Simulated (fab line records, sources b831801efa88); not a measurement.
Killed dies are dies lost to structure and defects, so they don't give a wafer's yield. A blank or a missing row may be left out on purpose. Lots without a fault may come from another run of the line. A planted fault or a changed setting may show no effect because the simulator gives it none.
Chamber matching | flow gf180mcu | GF_V2_CMP_26 on cmp-02: 4 sister chambers
The step polishes, stops on SiO2, t overpolish 15 s, target thk 0 nm. 4 wafers are shown with their chamber, then 10 later ones without.

WAFERS WITH THEIR CHAMBER
wafer  | chamber | motor_current_A (A)
L332.3 | 0       | 9.9
L332.5 | 2       | 12.6
L339.1 | 3       | 10.0
L339.2 | 1       | 11.0

WAFERS WITHOUT THEIR CHAMBER
wafer  | motor_current_A (A)
L339.5 | 9.9
L344.3 | 12.2
L344.5 | 10.2
L344.6 | 12.0
L345.3 | 12.6
L345.5 | 12.6
L345.6 | 10.8
L348.2 | 12.4
L348.3 | 10.3
L348.6 | 10.2

WHICH CHAMBER EACH WENT THROUGH
wafer  | from the rows above          | in truth
L339.5 | can't be placed: 0 or 3      | 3
L344.3 | 2                            | 2
L344.5 | can't be placed: 3 or 0      | 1
L344.6 | can't be placed: 2 or 1      | 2
L345.3 | 2                            | 2
L345.5 | 2                            | 2
L345.6 | 1                            | 1
L348.2 | 2                            | 2
L348.3 | can't be placed: 3 or 0 or 1 | 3
L348.6 | can't be placed: 3 or 0      | 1
Placed correctly: 5 of 10. Can't be placed from these rows: 5 (the true chamber is among the candidates in 3). Placed wrongly: 0.
How it was worked out, from the rows above alone: a wafer's distance from a chamber is the root of the sum, over the readings, of the square of ((its reading less the chamber's mean) divided by the reading's scatter). The wafer belongs to the nearest chamber; if the next one is less than 2 further off, it can't be placed. A chamber's mean is the mean of its shown wafers. The scatter: with one shown wafer a chamber, the root of the mean of the squares of how far each hidden wafer lies from its nearest shown one.
